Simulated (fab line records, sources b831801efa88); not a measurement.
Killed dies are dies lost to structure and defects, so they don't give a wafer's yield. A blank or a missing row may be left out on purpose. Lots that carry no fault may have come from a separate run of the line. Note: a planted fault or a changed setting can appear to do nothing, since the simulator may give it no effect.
Which tool did it?	flow gf180mcu	Sampling: 24 lots, 72 wafers, 6 of 602 route steps

## WHAT EACH GAUGE READ, for each wafer
GF_M4_THK_MEAS_06: measures by xrf. Usual: for M4_ALCU_THK the level is 462 nm and the standard deviation is 5.5.
lot	measured	on	M4_ALCU_THK (nm)	flag
L074	day 22 03:40	film metro-03	465 469 459	
L075	day 22 19:19	film metro-04	466 472 463	
L076	day 23 04:48	film metro-04	460 465 457	
L077	day 23 09:14	film metro-04	466 469 469	
L078	day 24 01:00	film metro-03	460 458 467	
L079	day 24 07:13	film metro-03	461 461 458	
L080	day 24 11:35	film metro-04	453 455 463	
L081	day 25 07:29	film metro-03	456 457 459	
L082	day 25 08:07	film metro-02	465 469 469	
L083	day 25 12:23	film metro-04	465 465 460	
L084	day 26 03:05	film metro-04	470 465 470	
L085	day 26 09:55	film metro-02	463 464 466	
L086	day 26 17:02	film metro-02	454 459 458	
L087	day 26 23:35	film metro-03	471 465 470	
L088	day 27 09:26	film metro-04	468 467 467	
L089	day 27 16:20	film metro-03	467 463 467	
L090	day 27 20:11	film metro-04	456 462 460	
L091	day 28 05:03	film metro-04	451 455 454	
L092	day 28 09:59	film metro-04	459 453 453	
L093	day 28 16:19	film metro-04	452 461 453	
L094	day 28 21:38	film metro-03	467 463 467	
L095	day 29 06:14	film metro-03	458 461 457	
L096	day 29 14:43	film metro-03	462 462 458	
L097	day 29 20:09	film metro-03	472 473 473	

GF_M5_CD_MEAS_07: target cd 280 nm. Usual: cd nm at 279.7 nm, with a standard deviation of 1.1.
lot	measured	on	cd nm (nm)	flag
L074	day 26 02:36	cd sem-02	279.0 279.7 279.7	
L075	day 26 14:51	cd sem-01	277.4 279.0 279.0	
L076	day 26 23:21	cd sem-02	280.2 279.6 279.4	
L077	day 27 03:52	cd sem-01	279.5 279.1 280.9	
L078	day 27 15:50	cd sem-01	279.7 279.3 278.9	
L079	day 27 22:43	cd sem-01	279.2 279.8 279.5	
L080	day 28 01:38	cd sem-01	279.2 280.9 280.6	
L081	day 28 20:05	cd sem-01	280.1 279.2 280.5	
L082	day 28 20:43	cd sem-01	278.3 279.9 279.0	
L083	day 29 00:57	cd sem-02	279.8 280.0 278.9	
L084	day 29 13:38	cd sem-02	279.2 279.4 279.2	
L085	day 29 20:56	cd sem-02	279.5 279.9 280.3	
L086	day 30 01:53	cd sem-01	279.8 281.0 281.3	
L087	day 30 07:56	cd sem-02	282.0 282.2 281.9	
L088	day 30 18:10	cd sem-01	282.2 281.8 281.1	
L089	day 30 23:09	cd sem-01	279.1 279.0 280.1	
L090	day 31 02:48	cd sem-01	279.7 280.2 279.7	
L091	day 31 11:39	cd sem-01	281.9 281.2 280.9	
L092	day 31 16:12	cd sem-02	280.8 280.2 279.0	
L093	day 31 19:47	cd sem-01	279.2 278.3 278.5	
L094	day 32 01:29	cd sem-02	278.9 278.8 278.6	
L095	day 32 09:35	cd sem-02	280.1 278.9 279.5	
L096	day 32 15:45	cd sem-01	279.2 280.1 279.8	
L097	day 32 20:20	cd sem-02	277.8 277.8 278.2	

GF_V5_THK_MEAS_01. Usual: for V5_CVD_00_THK the level is 299 nm and the standard deviation is 3.1.
lot	measured	on	V5_CVD_00_THK (nm)	flag
L074	day 26 03:47	film metro-04	296 300 301	
L075	day 26 15:41	film metro-02	295 295 297	
L076	day 27 00:19	film metro-04	296 299 296	
L077	day 27 04:44	film metro-01	294 299 295	
L078	day 27 16:43	film metro-01	299 302 303	
L079	day 27 23:34	film metro-04	304 303 305	
L080	day 28 02:31	film metro-02	296 297 296	
L081	day 28 20:56	film metro-01	296 299 299	
L082	day 28 21:35	film metro-02	306 304 301	
L083	day 29 01:50	film metro-04	300 301 300	
L084	day 29 14:31	film metro-01	296 297 297	
L085	day 29 21:47	film metro-02	303 298 297	
L086	day 30 02:47	film metro-02	303 300 297	
L087	day 30 08:48	film metro-02	297 299 295	
L088	day 30 19:02	film metro-02	295 304 300	
L089	day 31 00:01	film metro-02	297 297 300	
L090	day 31 03:40	film metro-04	295 299 298	
L091	day 31 12:31	film metro-04	299 298 299	
L092	day 31 17:08	film metro-02	298 301 299	
L093	day 31 20:41	film metro-01	298 293 297	
L094	day 32 02:23	film metro-01	300 307 301	
L095	day 32 10:27	film metro-02	289 297 297	
L096	day 32 16:37	film metro-01	304 303 305	
L097	day 32 21:14	film metro-04	302 303 299	

## EACH LOT AND THE TOOL THAT RAN IT (in order: tool; ch and the chambers of the sampled wafers; start)
lot	GF_M4_SPUTTER_03	GF_M4_STRIP_17	GF_M5_ETCH_09
L074	pvd sputter-01, day 22 03:27	plasma asher-04 ch 0,1, day 23 03:59	rie diel-01 ch 2,3, day 26 02:42
L075	pvd sputter-01, day 22 19:06	plasma asher-04 ch 0,1, day 23 18:44	rie diel-03 ch 0,3, day 26 14:57
L076	pvd sputter-01, day 23 04:37	plasma asher-03 ch 0,1, day 24 04:15	rie diel-01 ch 1,2,3, day 26 23:29
L077	pvd sputter-04, day 23 09:03	plasma asher-01 ch 0,1, day 24 08:38	rie diel-01 ch 1,3, day 27 04:01
L078	pvd sputter-02, day 24 00:49	plasma asher-03 ch 0, day 24 22:30	rie diel-03 ch 0,2,3, day 27 15:59
L079	pvd sputter-02, day 24 07:01	plasma asher-04 ch 0,1, day 25 05:30	rie diel-03 ch 0,2, day 27 22:51
L080	pvd sputter-01, day 24 11:24	plasma asher-01 ch 0, day 25 09:29	rie diel-03 ch 0,3, day 28 01:48
L081	pvd sputter-04, day 25 07:14	plasma asher-01 ch 0,1, day 26 04:20	rie diel-01 ch 0,1, day 28 20:12
L082	pvd sputter-02, day 25 07:56	plasma asher-01 ch 0,1, day 26 05:36	rie diel-03 ch 0,1, day 28 20:52
L083	pvd sputter-01, day 25 12:12	plasma asher-03 ch 0,1, day 26 09:13	rie diel-01 ch 0,3, day 29 01:07
L084	pvd sputter-02, day 26 02:54	plasma asher-04 ch 1, day 26 23:47	rie diel-01 ch 1,2, day 29 13:48
L085	pvd sputter-02, day 26 09:43	plasma asher-03 ch 0,1, day 27 06:47	rie diel-03 ch 1,2,3, day 29 21:04
L086	pvd sputter-01, day 26 16:51	plasma asher-03 ch 1, day 27 13:09	rie diel-03 ch 1,2,3, day 30 02:03
L087	pvd sputter-04, day 26 23:24	plasma asher-03 ch 0,1, day 27 19:49	rie diel-03 ch 0,1,3, day 30 08:05
L088	pvd sputter-02, day 27 09:15	plasma asher-03 ch 0,1, day 28 05:49	rie diel-01 ch 0,3, day 30 18:18
L089	pvd sputter-02, day 27 16:08	plasma asher-04 ch 0,1, day 28 12:08	rie diel-03 ch 0,1,2, day 30 23:17
L090	pvd sputter-04, day 27 20:00	plasma asher-04 ch 0,1, day 28 16:12	rie diel-04 ch 0,1,2, day 31 02:56
L091	pvd sputter-01, day 28 04:52	plasma asher-03 ch 1, day 29 01:23	rie diel-03 ch 0,1, day 31 11:47
L092	pvd sputter-01, day 28 09:46	plasma asher-03 ch 0,1, day 29 05:23	rie diel-04 ch 0,1,2, day 31 16:19
L093	pvd sputter-04, day 28 16:07	plasma asher-01 ch 0,1, day 29 11:43	rie diel-03 ch 0,3, day 31 19:55
L094	pvd sputter-04, day 28 21:27	plasma asher-03 ch 0,1, day 29 16:58	rie diel-04 ch 0,2, day 32 01:38
L095	pvd sputter-01, day 29 06:03	plasma asher-03 ch 0,1, day 30 01:38	rie diel-01 ch 1,2,3, day 32 09:44
L096	pvd sputter-02, day 29 14:32	plasma asher-01 ch 0,1, day 30 09:04	rie diel-04 ch 0,1,3, day 32 15:53
L097	pvd sputter-04, day 29 19:58	plasma asher-04 ch 0,1, day 30 14:41	rie diel-03 ch 0,1,2, day 32 20:30
- GF_M4_SPUTTER_03: material Ti, target thk 10 nm, time 6.7 s.
- GF_M4_STRIP_17: strips in O2/N2.
- GF_M5_ETCH_09: etches Si3N4 in CF4/O2, target depth 52 nm, time 11.6 s.

## WHAT THE TOOLS THEMSELVES READ (means of the sampled wafers that have a number; where no wafer has one, the mark that the record gives instead)
GF_M4_SPUTTER_03. Usual: chamber pressure pa 0.3000 Pa, standard deviation 0.0006; throttle valve pct 29.6 %, standard deviation 1.
lot	tool	chamber pressure pa (Pa)	throttle valve pct (%)	flag
L074	pvd sputter-01	0.2995	30.0	
L075	pvd sputter-01	0.2997	28.9	
L076	pvd sputter-01	0.3002	29.3	
L077	pvd sputter-04	0.3004	30.2	
L078	pvd sputter-02	0.3002	30.2	
L079	pvd sputter-02	0.2995	30.2	
L080	pvd sputter-01	0.2996	28.9	
L081	pvd sputter-04	0.2999	30.7	
L082	pvd sputter-02	0.2995	29.7	
L083	pvd sputter-01	0.2996	28.9	
L084	pvd sputter-02	0.2997	30.3	
L085	pvd sputter-02	0.2997	30.2	
L086	pvd sputter-01	0.3008	28.8	
L087	pvd sputter-04	0.3000	29.9	
L088	pvd sputter-02	0.3007	29.8	
L089	pvd sputter-02	0.2998	29.6	
L090	pvd sputter-04	0.3002	30.1	
L091	pvd sputter-01	0.3000	28.9	
L092	pvd sputter-01	0.3003	28.9	
L093	pvd sputter-04	0.2998	29.1	
L094	pvd sputter-04	0.3001	30.2	
L095	pvd sputter-01	0.3000	28.8	
L096	pvd sputter-02	0.2996	29.6	
L097	pvd sputter-04	0.2995	31.0	

GF_M4_STRIP_17. Usual: drypump motor current A 5.73 A, standard deviation 0.28; heater power w 346 W, standard deviation 24; o2 flow sccm 3000 sccm, standard deviation 9.2; oes product au 0.558 a.u., standard deviation 0.0054; strip time to endpoint s 7.88 s, standard deviation 0.055.
lot	tool	drypump motor current A (A)	heater power w (W)	o2 flow sccm (sccm)	oes product au (a.u.)	strip time to endpoint s (s)	flag
L074	plasma asher-04	6.06	369	3004	0.552	7.92	
L075	plasma asher-04	5.93	374	2994	0.557	7.87	
L076	plasma asher-03	5.71	326	3010	0.559	7.91	
L077	plasma asher-01	5.62	367	3004	0.559	7.94	
L078	plasma asher-03	5.45	319	3010	0.554	7.86	
L079	plasma asher-04	6.06	367	3001	0.554	7.79	
L080	plasma asher-01	5.79	377	2996	0.557	7.83	
L081	plasma asher-01	5.46	350	2999	0.554	7.90	
L082	plasma asher-01	5.64	363	3002	0.561	7.90	
L083	plasma asher-03	5.73	328	3002	0.560	7.90	
L084	plasma asher-04	5.85	379	2990	0.556	7.86	
L085	plasma asher-03	5.71	328	2989	0.558	7.93	
L086	plasma asher-03	5.85	333	3011	0.553	7.82	
L087	plasma asher-03	5.60	322	2996	0.561	7.92	
L088	plasma asher-03	5.57	325	3003	0.559	7.84	
L089	plasma asher-04	6.07	368	2992	0.553	7.79	
L090	plasma asher-04	6.04	370	3005	0.561	7.91	
L091	plasma asher-03	5.86	330	3007	0.560	7.94	
L092	plasma asher-03	5.61	315	2986	0.552	7.85	
L093	plasma asher-01	5.47	350	2997	0.557	7.96	
L094	plasma asher-03	5.59	321	3011	0.554	7.95	
L095	plasma asher-03	5.59	324	2992	0.559	7.83	
L096	plasma asher-01	5.64	357	3013	0.554	7.83	
L097	plasma asher-04	5.94	368	3004	0.564	7.95	

GF_M5_ETCH_09. Usual: cf4 flow sccm 80.01 sccm, standard deviation 0.26; drypump motor current A 6.1 A, standard deviation 0.46; oes product au 0.996 a.u., standard deviation 0.0097; throttle valve pct 5.969 %, standard deviation 0.0089.
lot	tool	cf4 flow sccm (sccm)	drypump motor current A (A)	oes product au (a.u.)	throttle valve pct (%)	flag
L074	rie diel-01	80.32	6.5	1.010	5.973	
L075	rie diel-03	79.93	6.5	0.991	5.964	
L076	rie diel-01	80.02	6.3	1.004	5.969	
L077	rie diel-01	80.09	6.1	1.004	5.974	
L078	rie diel-03	79.89	6.2	0.994	5.966	
L079	rie diel-03	80.17	6.2	0.985	5.975	
L080	rie diel-03	79.86	6.4	0.991	5.969	
L081	rie diel-01	80.02	6.0	1.010	5.974	
L082	rie diel-03	80.27	6.2	0.991	5.968	
L083	rie diel-01	80.00	6.4	1.002	5.964	
L084	rie diel-01	79.92	6.2	1.002	5.972	
L085	rie diel-03	80.00	6.0	0.994	5.973	
L086	rie diel-03	80.00	6.0	0.995	5.969	
L087	rie diel-03	80.02	6.3	0.997	5.969	
L088	rie diel-01	80.04	6.5	1.008	5.970	
L089	rie diel-03	79.94	6.0	0.992	5.964	
L090	rie diel-04	79.92	5.6	0.998	5.966	
L091	rie diel-03	80.08	6.3	0.993	5.969	
L092	rie diel-04	80.37	5.7	0.996	5.970	
L093	rie diel-03	79.79	6.5	0.996	5.971	
L094	rie diel-04	80.19	5.5	0.992	5.969	
L095	rie diel-01	79.92	6.3	1.004	5.979	
L096	rie diel-04	80.01	5.3	0.997	5.968	
L097	rie diel-03	79.80	6.0	0.983	5.966	

## THE ANSWER, worked out from the rows above alone
Rule: take the mean of a lot's wafers that have a number; if it is more than 3 standard deviations from the usual mean, the lot is off. Also off: a lot with no number at a reading for which 4 or more lots have one. Any other lot the step has rows for is counted as sound. Order of review: gauges by route order, followed by the tools' own readings, for which a lot's mean as printed above is used. The first step at which some lot is off is used, and at that step the reading that is off furthest; a lot without a number counts as furthest.
None of the lots is off at any reading shown; this tells nothing.

## WHAT WAS PUT IN BY THE SIMULATOR
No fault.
